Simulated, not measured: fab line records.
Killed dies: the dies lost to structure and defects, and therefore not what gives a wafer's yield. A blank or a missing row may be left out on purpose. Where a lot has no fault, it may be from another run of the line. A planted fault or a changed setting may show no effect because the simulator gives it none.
A struck lot beside a sound one || flow sky130 || 43 out of 708 route steps
Sound: the wafers L731.2, L731.3, L731.4. Wafers struck: L742.1, L742.4, L742.5. The cause comes at the end.
Per side, at each step with rows, come the tool, then ch with its chambers, and then its first start. Under that, the readings that differ: sound wafers || struck wafers || difference of the means || sigmas: that difference in standard deviations of wafers without a fault.
alike: a reading whose means differ by less than 2 such deviations, as well as words and numbers matching on both sides. not compared: withheld readings; readings where some wafer has no value; bounds like >300 that might hide an equal value; numbers whose values overlap and for which the record gives no deviation.
A row with sigmas, a row that says differs or no value, or rows on one side alone: a step with any of these is where the two part. Numbers that have no deviation but don't overlap get no sigmas and don't part them. A reading missing from all wafers of one side parts the sides only when that side holds two or more wafers.

first, 4 steps without rows for these wafers: SKY_FIELD_ISO_WET_ETCH_29 (etches Si3N4 in H3PO4, target depth 160 nm, time 1825 s); SKY_FIELD_ISO_WET_ETCH_30 (etches SiO2 in dHF, target depth 25 nm, time 50 s); SKY_NWELL_CLEAN_00 (cleans in SC1/SC2, time 150 s); SKY_NWELL_OXIDATION_01 (stabilise 600 s, purge 300 s, target thk 10 nm).
SKY_NWELL_THK_MEAS_02:
  sound: filmMetro-03 at day 4 12:25; struck: filmMetro-03 at day 6 17:14
{"reading": "NWELL_OXIDATION_THK (nm)", "sound": "10.27 10.04 10.15", "struck": "9.79 9.78 9.59", "difference": -0.43, "sigmas": -3}
then, 7 steps without rows for these wafers: SKY_DNWELL_DEHYDRATE_00 (time 60 s); SKY_DNWELL_HMDS_01 (prime time 60 s); SKY_DNWELL_COAT_02 (resist thk 3000 nm); SKY_DNWELL_SOFTBAKE_03; SKY_DNWELL_EXPOSE_04 (exposes mask DNM, target cd 3000 nm); SKY_DNWELL_PEB_05; SKY_DNWELL_DEVELOP_06 (develop time 60 s).
SKY_DNWELL_IMPLANT_07:
  sound on implanter-03 ch 0, day 5 05:40; struck on implanter-04 ch 0, day 7 12:44
SKY_DNWELL_STRIP_08: strips in O2/N2.
  sound on plasmaAsher-04 ch 0,1, day 5 05:47; struck on plasmaAsher-04 ch 0,1, day 7 12:53
  alike: drypumpMotorCurrentA, oesProductAu, stripTimeToEndpointS
  not compared: rfHoursCounterH
SKY_DNWELL_TW_MEAS_09:
  sound: filmMetro-02 at day 5 05:53; struck: filmMetro-02 at day 7 12:59
  alike: DNWELL_TW
then, 7 steps without rows for these wafers: SKY_PWDE_DEHYDRATE_00 (time 60 s); SKY_PWDE_HMDS_01 (prime time 60 s); SKY_PWDE_COAT_02 (resist thk 3000 nm); SKY_PWDE_SOFTBAKE_03; SKY_PWDE_EXPOSE_04 (exposes mask PWDEM, target cd 840 nm); SKY_PWDE_PEB_05; SKY_PWDE_DEVELOP_06 (develop time 60 s).
SKY_PWDE_OVL_MEAS_07:
  sound: overlay-02 at day 5 23:50; struck: overlay-01 at day 8 08:31
  alike: PWDE_OVL
next, for these wafers, 1 step has no rows: SKY_PWDE_IMPLANT_08.
SKY_PWDE_STRIP_09: strips in O2/N2.
  sound on plasmaAsher-04 ch 0,1, day 6 00:01; struck on plasmaAsher-04 ch 1, day 8 08:42
  alike: drypumpMotorCurrentA, oesProductAu, stripTimeToEndpointS
  not compared: rfHoursCounterH
SKY_PWDE_TW_MEAS_10:
  sound: filmMetro-04 at day 6 00:08; struck: filmMetro-02 at day 8 08:48
{"reading": "PWDE_TW", "sound": "379 378 379", "struck": "369 370 371", "difference": -9, "sigmas": -3}
then, 7 steps without rows for these wafers: SKY_NWELL_DEHYDRATE_03 (time 60 s); SKY_NWELL_HMDS_04 (prime time 60 s); SKY_NWELL_COAT_05 (resist thk 3000 nm); SKY_NWELL_SOFTBAKE_06; SKY_NWELL_EXPOSE_07 (exposes mask NWM, target cd 840 nm); SKY_NWELL_PEB_08; SKY_NWELL_DEVELOP_09 (develop time 60 s).
SKY_NWELL_OVL_MEAS_10:
  sound: overlay-01 at day 6 18:44; struck: overlay-02 at day 9 05:17
  alike: NWELL_00_OVL
then, 3 steps without rows for these wafers: SKY_NWELL_IMPLANT_11; SKY_NWELL_IMPLANT_12; SKY_NWELL_IMPLANT_13.
SKY_NWELL_STRIP_14: strips in O2/N2.
  sound on plasmaAsher-04 ch 0,1, day 6 19:13; struck on plasmaAsher-03 ch 0,1, day 9 05:46
  alike: drypumpMotorCurrentA, oesProductAu, stripTimeToEndpointS
  not compared: rfHoursCounterH
SKY_NWELL_TW_MEAS_15:
  sound: filmMetro-04 at day 6 19:20; struck: filmMetro-04 at day 9 05:52
  alike: NWELL_TW
then, 3 steps without rows for these wafers: SKY_NWELL_DEHYDRATE_16 (time 60 s); SKY_NWELL_HMDS_17 (prime time 60 s); SKY_NWELL_COAT_18 (resist thk 3000 nm).
-- the record jumps here: 41 days lie between the struck wafers' starts before and after (it left off in module NWELL and takes up again in module PAD_OPEN, whose first step shown is number 708 of the route) --
SKY_PAD_OPEN_PROBE_99:
  sound: prober-02 at day 48 08:13; struck: prober-01 at day 50 09:16
{"reading": "model.etest.capOno.gateBvV (V)", "sound": "16.29 17.12 16.28", "struck": "14.81 14.49 15.26", "difference": -1.71, "sigmas": ""}
{"reading": "model.etest.capThickOxide.gateBvV (V)", "sound": "15.5 15.5 15.71", "struck": "14.76 14.49 14.41", "difference": -1.02, "sigmas": ""}
{"reading": "model.etest.diodeNwellSub.leakLog10ACm2", "sound": "-7.268 -7.4 -7.113", "struck": "-6.648 -6.251 -6.398", "difference": "+0.828", "sigmas": ""}
{"reading": "model.etest.diodeDnwellSub.leakLog10ACm2", "sound": "-7.452 -7.261 -6.987", "struck": "-6.056 -6.189 -6.428", "difference": "+1.009", "sigmas": ""}
{"reading": "model.etest.diodePwellDnwell.leakLog10ACm2", "sound": "-7.67 -7.762 -8", "struck": "-6.722 -6.771 -6.656", "difference": "+1.094", "sigmas": ""}
{"reading": "model.etest.diodeNdiffPwellHv.leakLog10ACm2", "sound": "-6.651 -6.914 -6.817", "struck": "-6.502 -6.291 -6.206", "difference": "+0.461", "sigmas": ""}
{"reading": "model.etest.diodePdiffNwellHv.leakLog10ACm2", "sound": "-6.939 -6.64 -6.751", "struck": "-6.427 -6.303 -6.227", "difference": "+0.458", "sigmas": ""}
{"reading": "model.etest.diodePdiffNwell.leakLog10ACm2", "sound": "-7.174 -7.136 -7.516", "struck": "-6.892 -7.008 -6.873", "difference": "+0.351", "sigmas": ""}
  alike: killed_at_M0_to_M3, killed_at_M4_up, killedAtContacts, killedAtFrontEnd, killedAtOther, killedDies, killedOpen, killedShort

== WHERE THEY PART ==
Last at SKY_PWDE_TW_MEAS_10 as far as this record goes, first at SKY_NWELL_THK_MEAS_02. Later steps at which nothing parts them and some readings are alike: SKY_NWELL_OVL_MEAS_10, SKY_NWELL_STRIP_14, SKY_NWELL_TW_MEAS_15, SKY_PAD_OPEN_PROBE_99.

WHY: whatever the simulator had introduced
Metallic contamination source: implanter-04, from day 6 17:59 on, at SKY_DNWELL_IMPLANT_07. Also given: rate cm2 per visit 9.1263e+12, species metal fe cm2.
